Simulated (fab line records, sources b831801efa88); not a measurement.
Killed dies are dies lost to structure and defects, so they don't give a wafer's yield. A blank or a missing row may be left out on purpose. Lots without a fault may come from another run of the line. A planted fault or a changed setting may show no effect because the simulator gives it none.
Which tool did it? | flow sky130 | 24 lots, 72 wafers sampled, at 4 steps of a route of 708

WHAT THE GAUGES READ, wafer by wafer
SKY_VIA3_CD_MEAS_12: target cd 200 nm.
lot  | measured     | on        | cd_nm (nm)
L074 | day 39 13:17 | cd_sem-01 | 202.4 203.5 202.7
L075 | day 39 18:38 | cd_sem-02 | 199.1 198.2 197.4
L076 | day 40 13:05 | cd_sem-02 | 200.2 201.4 201.7
L077 | day 40 15:43 | cd_sem-01 | 201.1 201.7 200.6
L078 | day 41 20:02 | cd_sem-02 | 198.4 199.8 199.2
L079 | day 42 01:10 | cd_sem-01 | 198.4 198.2 198.4
L080 | day 41 23:08 | cd_sem-01 | 200.9 201.3 201.7
L081 | day 41 21:24 | cd_sem-02 | 199.2 199.0 199.9
L082 | day 42 01:29 | cd_sem-02 | 200.2 201.6 198.6
L083 | day 42 07:29 | cd_sem-02 | 199.3 200.1 200.4
L084 | day 43 00:45 | cd_sem-02 | 199.3 200.6 201.3
L085 | day 42 22:23 | cd_sem-01 | 198.4 198.8 199.9
L086 | day 43 01:53 | cd_sem-02 | 199.3 199.7 200.4
L087 | day 43 08:12 | cd_sem-02 | 200.7 200.6 201.4
L088 | day 43 10:38 | cd_sem-02 | 197.3 199.0 198.5
L089 | day 43 19:11 | cd_sem-02 | 197.4 198.8 198.0
L090 | day 44 04:33 | cd_sem-01 | 198.7 200.4 199.1
L091 | day 44 08:48 | cd_sem-01 | 200.0 200.1 200.3
L092 | day 44 17:39 | cd_sem-01 | 199.5 200.1 199.9
L093 | day 44 23:23 | cd_sem-01 | 202.1 201.3 201.3
L094 | day 45 01:32 | cd_sem-02 | 203.2 202.5 203.1
L095 | day 45 04:05 | cd_sem-02 | 197.7 198.3 198.4
L096 | day 45 13:17 | cd_sem-01 | 198.4 199.0 199.6
L097 | day 45 18:56 | cd_sem-01 | 202.0 201.7 201.5

SKY_METAL4_CD_MEAS_13: target cd 300 nm.
lot  | measured     | on        | cd_nm (nm)
L074 | day 41 16:01 | cd_sem-01 | 300.4 299.3 300.8
L075 | day 41 21:34 | cd_sem-01 | 301.2 299.8 300.1
L076 | day 42 15:19 | cd_sem-02 | 302.6 302.9 301.7
L077 | day 42 17:34 | cd_sem-01 | 298.1 298.4 299.4
L078 | day 43 20:25 | cd_sem-02 | 299.7 299.2 300.5
L079 | day 44 00:46 | cd_sem-02 | 298.5 299.6 298.6
L080 | day 43 23:26 | cd_sem-01 | 300.0 301.3 300.1
L081 | day 43 22:26 | cd_sem-02 | 300.7 299.6 301.9
L082 | day 44 02:22 | cd_sem-01 | 298.9 299.7 299.7
L083 | day 44 06:59 | cd_sem-01 | 299.4 298.7 298.4
L084 | day 44 23:35 | cd_sem-02 | 300.0 300.3 300.5
L085 | day 44 21:47 | cd_sem-02 | 300.2 299.6 300.8
L086 | day 45 01:28 | cd_sem-01 | 301.2 301.9 301.8
L087 | day 45 06:58 | cd_sem-01 | 299.0 299.2 297.0
L088 | day 45 08:19 | cd_sem-01 | 299.4 300.5 300.7
L089 | day 45 16:32 | cd_sem-01 | 299.6 300.2 300.7
L090 | day 46 01:25 | cd_sem-01 | 298.9 299.3 298.2
L091 | day 46 05:35 | cd_sem-01 | 300.1 299.7 300.8
L092 | day 46 13:41 | cd_sem-02 | 300.4 299.2 300.4
L093 | day 46 19:38 | cd_sem-01 | 303.2 303.4 302.3
L094 | day 46 21:53 | cd_sem-02 | 299.6 299.2 299.4
L095 | day 46 23:20 | cd_sem-01 | 298.6 299.9 300.1
L096 | day 47 08:47 | cd_sem-02 | 298.7 299.5 298.7
L097 | day 47 14:23 | cd_sem-02 | 299.7 299.9 301.0

WHICH TOOL RAN EACH LOT (tool, then ch and the chambers of the sampled wafers, then the start)
lot  | SKY_FIELD_ISO_ETCH_15             | SKY_METAL4_SPUTTER_04
L074 | rie_diel-02 ch 0,1,3, day 2 04:36 | pvd_sputter-02, day 39 14:55
L075 | rie_diel-01 ch 0,1,3, day 2 09:24 | pvd_sputter-03, day 39 20:17
L076 | rie_diel-01 ch 1,2,3, day 2 18:15 | pvd_sputter-03, day 40 14:45
L077 | rie_diel-04 ch 0,1,2, day 2 20:45 | pvd_sputter-03, day 40 17:19
L078 | rie_diel-02 ch 0,2, day 3 01:30   | pvd_sputter-03, day 41 21:49
L079 | rie_diel-01 ch 1,2,3, day 3 06:28 | pvd_sputter-03, day 42 03:00
L080 | rie_diel-02 ch 1,2,3, day 3 11:42 | pvd_sputter-01, day 42 00:46
L081 | rie_diel-01 ch 0,3, day 3 16:21   | pvd_sputter-01, day 41 23:02
L082 | rie_diel-02 ch 0,2,3, day 4 00:12 | pvd_sputter-01, day 42 03:10
L083 | rie_diel-02 ch 1,2, day 4 05:55   | pvd_sputter-01, day 42 09:04
L084 | rie_diel-04 ch 1,2,3, day 4 09:48 | pvd_sputter-01, day 43 02:23
L085 | rie_diel-02 ch 0,2,3, day 4 14:51 | pvd_sputter-02, day 43 00:08
L086 | rie_diel-04 ch 0,3, day 4 19:31   | pvd_sputter-03, day 43 03:38
L087 | rie_diel-01 ch 1,2, day 5 00:12   | pvd_sputter-03, day 43 09:50
L088 | rie_diel-01 ch 0,3, day 5 04:51   | pvd_sputter-03, day 43 12:21
L089 | rie_diel-02 ch 1,2, day 5 12:21   | pvd_sputter-01, day 43 20:52
L090 | rie_diel-04 ch 2,3, day 5 17:45   | pvd_sputter-03, day 44 06:13
L091 | rie_diel-02 ch 0,1, day 5 22:39   | pvd_sputter-03, day 44 10:25
L092 | rie_diel-02 ch 0,1,2, day 6 02:42 | pvd_sputter-02, day 44 19:16
L093 | rie_diel-01 ch 0,1,2, day 6 07:21 | pvd_sputter-01, day 45 01:01
L094 | rie_diel-04 ch 0,1,3, day 6 13:30 | pvd_sputter-02, day 45 03:07
L095 | rie_diel-02 ch 0,1, day 6 19:21   | pvd_sputter-02, day 45 05:43
L096 | rie_diel-04 ch 0,1,3, day 6 23:00 | pvd_sputter-02, day 45 14:59
L097 | rie_diel-01 ch 0,1,3, day 7 05:03 | pvd_sputter-02, day 45 20:34
- SKY_FIELD_ISO_ETCH_15: etches the open film in CHF3/O2, stops on Si, target depth 180 nm, time 72 s.
- SKY_METAL4_SPUTTER_04: material TiN, target thk 70 nm, time 58.3 s.

WHAT THE TOOLS THEMSELVES READ (means of the sampled wafers that have a number; where no wafer has one, the mark that the record gives instead)
SKY_FIELD_ISO_ETCH_15.
lot  | tool        | drypump_motor_current_A (A) | oes_product_au (a.u.) | throttle_valve_pct (%)
L074 | rie_diel-02 | 5.6                         | 0.952                 | 8.840
L075 | rie_diel-01 | 5.7                         | 0.946                 | 8.840
L076 | rie_diel-01 | 5.7                         | 0.939                 | 8.855
L077 | rie_diel-04 | 6.1                         | 0.944                 | 8.844
L078 | rie_diel-02 | 5.4                         | 0.937                 | 8.845
L079 | rie_diel-01 | 5.7                         | 0.952                 | 8.848
L080 | rie_diel-02 | 5.3                         | 0.948                 | 8.843
L081 | rie_diel-01 | 5.8                         | 0.946                 | 8.844
L082 | rie_diel-02 | 5.5                         | 0.952                 | 8.852
L083 | rie_diel-02 | 5.3                         | 0.953                 | 8.847
L084 | rie_diel-04 | 5.9                         | 0.949                 | 8.846
L085 | rie_diel-02 | 5.5                         | 0.945                 | 8.837
L086 | rie_diel-04 | 5.9                         | 0.955                 | 8.836
L087 | rie_diel-01 | 5.6                         | 0.939                 | 8.845
L088 | rie_diel-01 | 5.9                         | 0.936                 | 8.838
L089 | rie_diel-02 | 5.2                         | 0.940                 | 8.854
L090 | rie_diel-04 | 5.9                         | 0.937                 | 8.842
L091 | rie_diel-02 | 5.7                         | 0.938                 | 8.838
L092 | rie_diel-02 | 5.5                         | 0.934                 | 8.843
L093 | rie_diel-01 | 5.6                         | 0.942                 | 8.849
L094 | rie_diel-04 | 6.0                         | 0.945                 | 8.847
L095 | rie_diel-02 | 5.7                         | 0.944                 | 8.851
L096 | rie_diel-04 | 6.0                         | 0.942                 | 8.843
L097 | rie_diel-01 | 5.7                         | 0.945                 | 8.843

SKY_METAL4_SPUTTER_04.
lot  | tool           | throttle_valve_pct (%)
L074 | pvd_sputter-02 | 29.7
L075 | pvd_sputter-03 | 30.8
L076 | pvd_sputter-03 | 30.6
L077 | pvd_sputter-03 | 30.4
L078 | pvd_sputter-03 | 30.2
L079 | pvd_sputter-03 | 30.4
L080 | pvd_sputter-01 | 29.7
L081 | pvd_sputter-01 | 29.8
L082 | pvd_sputter-01 | 30.4
L083 | pvd_sputter-01 | 30.0
L084 | pvd_sputter-01 | 29.8
L085 | pvd_sputter-02 | 29.6
L086 | pvd_sputter-03 | 30.4
L087 | pvd_sputter-03 | 30.4
L088 | pvd_sputter-03 | 30.5
L089 | pvd_sputter-01 | 30.2
L090 | pvd_sputter-03 | 30.5
L091 | pvd_sputter-03 | 30.5
L092 | pvd_sputter-02 | 29.7
L093 | pvd_sputter-01 | 30.3
L094 | pvd_sputter-02 | 29.8
L095 | pvd_sputter-02 | 29.1
L096 | pvd_sputter-02 | 30.1
L097 | pvd_sputter-02 | 30.5

THE ANSWER, worked out from the rows above alone
Rule: what is usual is taken from the lots themselves. Put in order of their means at a reading, lots are off if they are a third of the lots or fewer, leave a main group of 4 or more, and stand apart from it by a gap of 3 or more times the standard deviation of the main group's means; of several such gaps the widest counts. A main group whose means are all the same, to the digits that the tables above print for the reading, isn't used. A lot without any number at a reading at which 4 lots or more have one is off too. The other lots that the step has rows for count as sound. The gauges are gone through in route order, then the tools' own readings, and for those a lot's mean is taken as printed above. The first step at which some lot is off is used, and at that step the reading that is off furthest; a lot without a number counts as furthest.
No lot is off at any reading shown: from this, nothing can be told.

WHAT THE SIMULATOR HAD PUT IN
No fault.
